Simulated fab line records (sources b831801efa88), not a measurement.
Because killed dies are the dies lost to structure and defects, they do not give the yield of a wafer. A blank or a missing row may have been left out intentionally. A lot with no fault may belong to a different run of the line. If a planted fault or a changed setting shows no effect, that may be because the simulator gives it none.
2 desks looking at one fault + flow gf180mcu + every desk sees just its own numbers, and what lay behind them comes last

== AT THE TOOL OWNER'S DESK: rie diel-04 ==
The tool's own readings at GF_M5_ETCH_09 (etches Si3N4 in CF4/O2, target depth 52 nm, time 11.6 s): means of the sampled wafers that have a number, for each lot that ran on this tool. Any lot whose mean is over 4 standard deviations away from the usual mean is out of limits and marked OUT; that distance is given in the brackets.
Columns: A = O2_flow_sccm at GF_M5_ETCH_09, usual 10.00 sccm; B = drypump motor current A at GF_M5_ETCH_09, usual 5.6 A; C = oes product au at GF_M5_ETCH_09, usual 0.997 a.u.; D = throttle valve pct at GF_M5_ETCH_09, usual 5.967 %
| lot  | first seen here | A     | B   | C               | D     |
|------|-----------------|-------|-----|-----------------|-------|
| L632 | day 28 05:17    | 10.01 | 5.3 | 0.994           | 5.972 |
| L633 | day 28 08:28    | 9.98  | 5.1 | 0.999           | 5.956 |
| L636 | day 29 11:46    | 10.00 | 5.7 | 1.006           | 5.975 |
| L637 | day 30 00:09    | 10.03 | 5.7 | 0.997           | 5.976 |
| L638 | day 30 04:36    | 10.00 | 5.5 | 0.992           | 5.960 |
| L641 | day 31 06:54    | 10.00 | 5.5 | 0.900 (-11) OUT | 5.952 |
| L643 | day 31 15:13    | 10.05 | 5.2 | 0.893 (-12) OUT | 5.939 |
Finding of this desk: L641, L643 out of limits; the first was L641 at day 31 06:54, on oes product au at GF_M5_ETCH_09. Within limits: L632, L633, L636, L637, L638.

== FROM THE METROLOGY DESK ==
What the gauges read for every lot (on any tool): the sampled wafers with a number, averaged. Any lot whose mean is over 4 standard deviations away from the usual mean is out of limits and marked OUT; that distance is given in the brackets.
Columns: A = V4_CVD_02_THK at GF_V4_THK_MEAS_03, usual 848 nm
| lot  | first seen here | A   |
|------|-----------------|-----|
| L629 | day 24 09:34    | 840 |
| L630 | day 24 13:41    | 854 |
| L631 | day 25 03:27    | 845 |
| L632 | day 25 13:01    | 846 |
| L633 | day 25 16:55    | 839 |
| L635 | day 26 05:27    | 853 |
| L636 | day 26 22:34    | 859 |
| L637 | day 27 09:43    | 849 |
| L638 | day 27 12:07    | 840 |
| L639 | day 28 03:39    | 847 |
| L641 | day 28 20:37    | 860 |
| L643 | day 29 05:27    | 860 |
| L649 | day 30 16:05    | 841 |
This desk found nothing out of limits on any of the 13 lots.

== TAKEN TOGETHER ==
On L641, L643, at day 31 06:54, an alarm was possible from the tool owner's desk.
Nothing out of limits was seen by the metrology desk.
The metrology desk has L641, L643 on record, within its limits.
The lots listed all ran GF_M5_ETCH_09 on rie diel-04.

== WHAT THE SIMULATOR PUT IN ==
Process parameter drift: rie diel-04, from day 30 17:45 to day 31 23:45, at GF_M5_ETCH_09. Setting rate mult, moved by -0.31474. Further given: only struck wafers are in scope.
Lots struck among those shown: L641, L643.
Hours from the fault's start to each desk's first reading out of limits: the tool owner's desk, 13.
